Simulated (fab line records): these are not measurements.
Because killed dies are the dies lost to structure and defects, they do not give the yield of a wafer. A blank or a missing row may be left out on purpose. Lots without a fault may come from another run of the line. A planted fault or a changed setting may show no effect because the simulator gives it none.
Problem report in the 8D (eight disciplines) form, filled by code | flow gf180mcu | the parts of the form that need people (team, actions taken, sign-off) are left out

== 1. WHAT IS WRONG ==
Mean of cd-nm at GF_HV_LDD_CD_MEAS_07: 433.4 nm across 6 wafers in 2 lots; on wafers with no fault it is 400.0 nm (standard deviation 2). Measured from the usual mean, that is +17 standard deviations.
The step: target cd 400 nm.
Earliest sighting: wafer L201.3 on cd-sem-02 at day 13 01:55. At this step, 36 wafers from 12 lots have a number in the record. By rule, "out" or "out of limits" means more than 4 standard deviations away from the usual mean. All remaining wafers that have a number are taken as sound.

== 2. WHAT THIS IS AND IS NOT ==
question                    | is                     | is not
which readings at this step | cd-nm                  | -
which lots                  | L201, L202             | L191, L192, L193, L200, L205, L207, L209, L211, L213, L214
which wafers of those lots  | all that have a number | -
read on which gauges        | cd-sem-01, cd-sem-02   | -
when                        | from day 13 01:55      | up to then (12 sound wafers); but 18 sound wafers of L205, L207, L209, L211, L213, L214 came after

== 3. WHAT RULES OUT EACH SUSPECT ==
Counting: a tool at a process step up to the reading stays a suspect if it ran every lot that is out and no sound lot after the first of them.
- ruled out: the gauge at GF_HV_LDD_CD_MEAS_07. The wafers that are out were read on 2 gauges (cd-sem-01, cd-sem-02).
- litho-track-03 at GF_HV_LDD_COAT_02 (resist thk 1000 nm): kept. All lots that are out passed through it, beginning with L201 at day 12 15:41, and no sound lot followed; its final sound lot before that point was L200 at day 12 13:20.
After counting, what remains is litho-track-03 at GF_HV_LDD_COAT_02.

== 4. THE CAUSE (what the simulator had put in) ==
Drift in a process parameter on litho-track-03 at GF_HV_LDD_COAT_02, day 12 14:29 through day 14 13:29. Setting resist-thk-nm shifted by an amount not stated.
Only this tool survived the counting.

== 5. THE CHAIN OF EFFECTS, in route order ==
Each row: a reading where the mean over the struck wafers with a number is more than 3 standard deviations away from the usual. Scope: only readings with a usual standard deviation given in the record; hours: median across lots of the time from each lot's start at the first step in this table that gives one to its start at this step; sigmas: change in usual standard deviations.
hours | step                 | reading                  | usual      | on struck wafers | change | sigmas
0     | GF_HV_LDD_CD_MEAS_07 | cd-nm                    | 400.0 nm   | 433.4            | +33.4  | +17
0     | GF_HV_LDD_STRIP_10   | oes-product-au           | 0.715 a.u. | 0.624            | -0.091 | -19
0     | GF_HV_LDD_STRIP_10   | strip-time-to-endpoint-s | 12.638 s   | 9.352            | -3.286 | -99 or more
Its process steps:
- GF_HV_LDD_STRIP_10: strips in O2/N2.
At these later measuring or inspecting steps, every struck wafer for which the step has a row has a number for every such reading, and none has moved that far: GF_PSD_CD_MEAS_07.

== 6. WHAT WOULD HAVE CAUGHT IT SOONER ==
11 hours passed between the start of the fault at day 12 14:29 and the first reading out of limits at a measuring or inspecting step in this record, taken at day 13 01:55.
Tool readings at GF_HV_LDD_COAT_02 with a usual standard deviation given in the record: none out on any struck wafer, hence no alarm at a limit of 4 standard deviations on them.
L202, from the lots that are out (2), started GF_HV_LDD_COAT_02 on litho-track-03 later than day 13 01:55. Holding the tool at that time would have saved it.
